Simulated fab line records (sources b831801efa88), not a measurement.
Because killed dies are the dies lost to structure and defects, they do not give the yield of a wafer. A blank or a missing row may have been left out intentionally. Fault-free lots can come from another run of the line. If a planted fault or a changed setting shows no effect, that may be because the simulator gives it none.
Problem report in the 8D (eight disciplines) form, filled by code    flow sky130    the parts of the form that need people (team, actions taken, sign-off) are left out

## 1. PROBLEM STATEMENT
rfFwdPowerW at SKY_METAL4_ETCH_16 reads a mean of 575.5 W on 3 wafers of 2 lots; wafers without a fault read 496.2 W with a standard deviation of 1.5. Relative to the usual mean, that is a shift of +53 standard deviations.
The step: etches BARC in N2/H2, stops on SiO2, time 88.2 s, target depth 60 nm.
Earliest sighting: wafer L327.5 on rieMetal-04 at day 44 03:28. At this step, 30 wafers from 10 lots have a number in the record. By rule, "out" or "out of limits" means more than 4 standard deviations away from the usual mean. Any other wafer with a number is counted as sound.

## 2. WHAT THIS IS AND IS NOT
question                     is                      is not
which readings at this step  rfFwdPowerW             chamberPressureMTorr, drypumpMotorCurrentA, oesProductAu, throttleValvePct
which lots                   L327, L332              L320, L321, L325, L335, L338, L339, L340, L342
which wafers of those lots   L327.5, L332.2, L332.5  L327.2, L327.6, L332.1
read on which tools          rieMetal-04             rieMetal-02, rieMetal-03
when                         from day 44 03:28       up to then (11 sound wafers); but 16 sound wafers of L332, L335, L338, L339, L340, L342 came after

## 3. SUSPECTS, AND WHAT RULES EACH OUT
Counting: a tool at a process step up to the reading stays a suspect if it ran every lot that is out. Sound lots after the first of them don't rule it out here, since some wafers of a struck lot are sound.
- plasmaAsher-03 at SKY_VIA3_STRIP_16 (strips in O2/N2): kept. It ran every lot that is out, first L327 (day 42 03:05).
- rieMetal-04 at SKY_METAL4_ETCH_16 (etches BARC in N2/H2, stops on SiO2, time 88.2 s, target depth 60 nm): kept. Ran every lot that is out, first one L327 (day 44 03:28); last sound lot up to then L320 (day 42 15:37). Its own rfFwdPowerW readings are out on those wafers.
- Within rieMetal-04 at SKY_METAL4_ETCH_16: the wafers that are out ran in chamber 0; their sound lot-mates ran in chamber 1.
After counting, plasmaAsher-03 at SKY_VIA3_STRIP_16 and rieMetal-04 at SKY_METAL4_ETCH_16 remain.

## 4. THE CAUSE (what the simulator had put in)
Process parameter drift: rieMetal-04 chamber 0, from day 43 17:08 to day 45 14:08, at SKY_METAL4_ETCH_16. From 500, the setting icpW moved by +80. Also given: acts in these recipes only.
2 suspects survive the count, and this tool is in that group.

## 5. THE CHAIN OF EFFECTS, in route order
Each row: a reading where the mean over the struck wafers with a number is more than 3 standard deviations away from the usual. Scope: only readings with a usual standard deviation given in the record; hours: median across lots of the time from each lot's start at the first step in this table that gives one to its start at this step; sigmas: change in usual standard deviations.
hours  step                reading      usual    on struck wafers  change  sigmas
0      SKY_METAL4_ETCH_16  rfFwdPowerW  496.2 W  575.5             +79.3   +53
It contains these process steps:
- SKY_METAL4_ETCH_16: etches BARC in N2/H2, stops on SiO2, time 88.2 s, target depth 60 nm.

## 6. HOW IT WOULD HAVE BEEN CAUGHT EARLIER
In this record the first reading out of limits was taken at day 44 03:28, 10 hours after the fault began at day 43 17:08.
